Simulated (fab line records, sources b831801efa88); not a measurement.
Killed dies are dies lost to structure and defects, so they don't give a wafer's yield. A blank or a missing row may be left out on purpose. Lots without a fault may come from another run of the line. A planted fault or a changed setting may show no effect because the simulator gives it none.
Chamber matching | flow sky130 | SKY_LI_CONTACT_ETCH_14 on rie_diel-04: 4 sister chambers
The step etches BARC in N2/H2, stops on SiO2, time 45.9 s, target depth 60 nm. 8 wafers are shown with their chamber, then 11 later ones without.

WAFERS WITH THEIR CHAMBER
wafer  | chamber | drypump_motor_current_A (A) | throttle_valve_pct (%)
L078.4 | 2       | 5.8                         | 13.232
L083.6 | 3       | 6.5                         | 13.220
L085.5 | 0       | 5.1                         | 13.216
L085.6 | 3       | 6.4                         | 13.214
L088.3 | 2       | 5.8                         | 13.240
L088.4 | 0       | 5.1                         | 13.225
L088.5 | 1       | 5.9                         | 13.229
L090.2 | 1       | 5.9                         | 13.219

WAFERS WITHOUT THEIR CHAMBER
wafer  | drypump_motor_current_A (A) | throttle_valve_pct (%)
L090.3 | 5.1                         | 13.219
L090.4 | 5.8                         | 13.219
L091.4 | 5.9                         | 13.215
L091.5 | 5.8                         | 13.217
L091.6 | 5.9                         | 13.230
L093.3 | 5.9                         | 13.222
L093.4 | 5.8                         | 13.245
L093.5 | 5.9                         | 13.214
L096.4 | 5.9                         | 13.225
L096.5 | 5.1                         | 13.223
L096.6 | 6.5                         | 13.221

WHICH CHAMBER EACH WENT THROUGH
wafer  | from the rows above     | in truth
L090.3 | 0                       | 0
L090.4 | can't be placed: 2 or 1 | 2
L091.4 | 1                       | 1
L091.5 | can't be placed: 1 or 2 | 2
L091.6 | can't be placed: 1 or 2 | 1
L093.3 | 1                       | 1
L093.4 | 2                       | 2
L093.5 | 1                       | 1
L096.4 | 1                       | 1
L096.5 | 0                       | 0
L096.6 | 3                       | 3
Placed correctly: 8 of 11. Can't be placed from these rows: 3 (the true chamber is among the candidates in 3). Placed wrongly: 0.
How it was worked out, from the rows above alone: a wafer's distance from a chamber is the root of the sum, over the readings, of the square of ((its reading less the chamber's mean) divided by the reading's scatter). The wafer belongs to the nearest chamber; if the next one is less than 2 further off, it can't be placed. A chamber's mean is the mean of its shown wafers. The scatter: the root of (the sum of the squares of (reading less its chamber's mean) over the shown wafers, divided by (wafers less chambers)).
